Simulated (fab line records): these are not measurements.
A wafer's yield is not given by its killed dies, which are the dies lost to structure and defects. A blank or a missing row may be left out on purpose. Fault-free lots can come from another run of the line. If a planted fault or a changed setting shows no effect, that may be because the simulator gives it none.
Chamber matching :: flow gf180mcu :: GF_POLY_GATE_ETCH_13 on rie si-02: 4 sister chambers
The step etches poly-Si in HBr/Cl2, stops on SiO2, target depth 198.5 nm, time 69.6 s. 8 wafers are shown with their chamber, then 7 later ones without.

WAFERS PAIRED WITH THEIR CHAMBERS
wafer: L638.1
chamber: 2
drypump motor current A (A): 5.3
throttle valve pct (%): 33.676

wafer: L639.5
chamber: 0
drypump motor current A (A): 6.4
throttle valve pct (%): 33.672

wafer: L639.6
chamber: 1
drypump motor current A (A): 5.6
throttle valve pct (%): 33.660

wafer: L642.1
chamber: 2
drypump motor current A (A): 5.3
throttle valve pct (%): 33.687

wafer: L642.2
chamber: 0
drypump motor current A (A): 6.4
throttle valve pct (%): 33.674

wafer: L642.5
chamber: 3
drypump motor current A (A): 5.5
throttle valve pct (%): 33.688

wafer: L644.3
chamber: 3
drypump motor current A (A): 5.6
throttle valve pct (%): 33.686

wafer: L644.4
chamber: 1
drypump motor current A (A): 5.6
throttle valve pct (%): 33.680

WAFERS MISSING THEIR CHAMBER
wafer: L644.6
drypump motor current A (A): 6.4
throttle valve pct (%): 33.684

wafer: L645.1
drypump motor current A (A): 5.5
throttle valve pct (%): 33.679

wafer: L645.4
drypump motor current A (A): 6.4
throttle valve pct (%): 33.693

wafer: L645.5
drypump motor current A (A): 5.6
throttle valve pct (%): 33.668

wafer: L646.2
drypump motor current A (A): 5.6
throttle valve pct (%): 33.689

wafer: L646.4
drypump motor current A (A): 5.6
throttle valve pct (%): 33.667

wafer: L646.6
drypump motor current A (A): 5.6
throttle valve pct (%): 33.677

CHAMBER TAKEN BY EACH
wafer: L644.6
from the rows above: 0
in truth: 0

wafer: L645.1
from the rows above: can't be placed: 3 or 1
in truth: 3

wafer: L645.4
from the rows above: 0
in truth: 0

wafer: L645.5
from the rows above: 1
in truth: 1

wafer: L646.2
from the rows above: can't be placed: 3 or 1
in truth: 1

wafer: L646.4
from the rows above: 1
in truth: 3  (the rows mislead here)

wafer: L646.6
from the rows above: can't be placed: 1 or 3
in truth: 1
3 of 7 placed correctly. Can't be placed from these rows: 3 (the true chamber is among the candidates in 3). Placed wrongly: 1.
How it was worked out, from the rows above alone: a wafer's distance from a chamber is the root of the sum, over the readings, of the square of ((its reading less the chamber's mean) divided by the reading's scatter). The wafer belongs to the nearest chamber; if the next one is less than 2 further off, it can't be placed. Each chamber's mean is taken over the wafers shown for it. The scatter is the square root of a quotient: the sum, over the shown wafers, of each reading's squared deviation from its chamber's mean, divided by wafers minus chambers.
